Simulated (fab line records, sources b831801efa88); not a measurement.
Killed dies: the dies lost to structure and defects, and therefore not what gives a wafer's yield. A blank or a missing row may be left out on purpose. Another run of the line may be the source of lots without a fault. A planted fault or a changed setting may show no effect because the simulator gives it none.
A lot that was struck, set against a sound lot :: flow gf180mcu :: 22 steps out of a route of 602
Sound: these wafers, L155.3, L155.4, L155.5. Wafers L173.3, L173.5, L173.6 were the ones struck. Last of all comes the cause.
Each step with rows lists, per side, the tool, then ch with its chambers, then its first start. Under that, the readings that differ: sound wafers :: struck wafers :: difference of the means :: sigmas: that difference in standard deviations of wafers without a fault.
alike: readings whose means differ by less than 2 such deviations, and words and numbers that are the same on both sides. not compared: withheld readings, readings that some wafer has no value for, bounds like >300 that may hide the same value, and numbers for which the record gives no deviation and whose values overlap.
Wherever a step has rows on one side only, a row that says differs or no value, or a row with sigmas, the two part there. Numbers that have no deviation but don't overlap get no sigmas and don't part them. A reading that every wafer of one side lacks parts them only if that side has two wafers or more.

first, 6 steps without rows for these wafers: GF_VT_IMPLANT_HMDS_23 (prime time 60 s); GF_VT_IMPLANT_COAT_24 (resist thk 1000 nm); GF_VT_IMPLANT_SOFTBAKE_25 (time 60 s); GF_VT_IMPLANT_EXPOSE_26 (exposes mask LVPWELL HV AREA, target cd 860 nm); GF_VT_IMPLANT_PEB_27; GF_VT_IMPLANT_DEVELOP_28 (develop time 60 s).
GF_VT_IMPLANT_OVL_MEAS_29:
  sound on overlay-02, day 7 20:50; struck on overlay-01, day 12 14:59
  alike: VT_IMPLANT_02_OVL
then, 1 step without rows for these wafers: GF_VT_IMPLANT_IMPLANT_30.
GF_VT_IMPLANT_STRIP_31: strips in O2/N2.
  sound on plasma_asher-02 ch 0,1, day 7 21:02; struck on plasma_asher-03 ch 0,1, day 12 15:12
  alike: drypump_motor_current_A, heater_power_w, n2_flow_sccm, oes_product_au, strip_time_to_endpoint_s
  not compared: rf_hours_counter_h
GF_VT_IMPLANT_TW_MEAS_32:
  sound on film_metro-03, day 7 21:08; struck on film_metro-01, day 12 15:17
  alike: VT_IMPLANT_3_TW
then, 2 steps without rows for these wafers: GF_VT_IMPLANT_DEHYDRATE_33 (time 60 s); GF_VT_IMPLANT_HMDS_34 (prime time 60 s).
GF_VT_IMPLANT_COAT_35: resist thk 1000 nm.
  sound on litho_track-01 ch 0, day 8 04:44; struck on litho_track-03 ch 0, day 13 01:35
reading: spin_speed_rpm (rpm)
sound: 2999.3 2997.2 2997.3
struck: 3211.0 3209.2 3210.3
difference: +212.2
sigmas: +99 or more

reading: model.NOVOLAK_of_VT_IMPLANT_COAT_35.thk_nm (nm)
sound: 1004 1002 999.2
struck: 971.5 971 971.1
difference: -30.5
sigmas: 
  alike: dispense_pressure_kPa, resist_line_temp_C
then, 3 steps without rows for these wafers: GF_VT_IMPLANT_SOFTBAKE_36 (time 60 s); GF_VT_IMPLANT_EXPOSE_37 (exposes mask Nwell HV AREA, target cd 860 nm); GF_VT_IMPLANT_PEB_38.
GF_VT_IMPLANT_DEVELOP_39: develop time 60 s.
  sound on litho_track-01 ch 0, day 8 13:29; struck on litho_track-04 ch 0, day 13 11:10
reading: model.NOVOLAK_of_VT_IMPLANT_COAT_35.thk_nm (nm)
sound: 1003 1002 998.8
struck: 971.1 970.6 970.7
difference: -30.5
sigmas: 
  alike: developer_temp_C, resist_line_temp_C
GF_VT_IMPLANT_OVL_MEAS_40:
  sound on overlay-01, day 8 13:35; struck on overlay-01, day 13 11:16
  alike: VT_IMPLANT_03_OVL
then, 1 step without rows for these wafers: GF_VT_IMPLANT_IMPLANT_41.
GF_VT_IMPLANT_STRIP_42: strips in O2/N2.
  sound on plasma_asher-01 ch 0,1, day 8 13:48; struck on plasma_asher-03 ch 0,1, day 13 11:29
reading: strip_time_to_endpoint_s (s)
sound: 12.677 12.663 12.609
struck: 12.303 12.284 12.316
difference: -0.349
sigmas: -12
  alike: drypump_motor_current_A, heater_power_w, n2_flow_sccm, oes_product_au
  not compared: rf_hours_counter_h
GF_VT_IMPLANT_TW_MEAS_43:
  sound on film_metro-03, day 8 13:53; struck on film_metro-03, day 13 11:34
  alike: VT_IMPLANT_4_TW
GF_PASSIVATION_PROBE_99:
  sound wafers here have rows in the record (prober-02, day 30 08:43); struck ones have none

## WHERE THEY PART
Earliest at GF_VT_IMPLANT_COAT_35; latest, in this record, at GF_PASSIVATION_PROBE_99.

WHY: what the simulator had put in
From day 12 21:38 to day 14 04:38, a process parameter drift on litho_track-03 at GF_VT_IMPLANT_COAT_35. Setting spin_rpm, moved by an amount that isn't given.
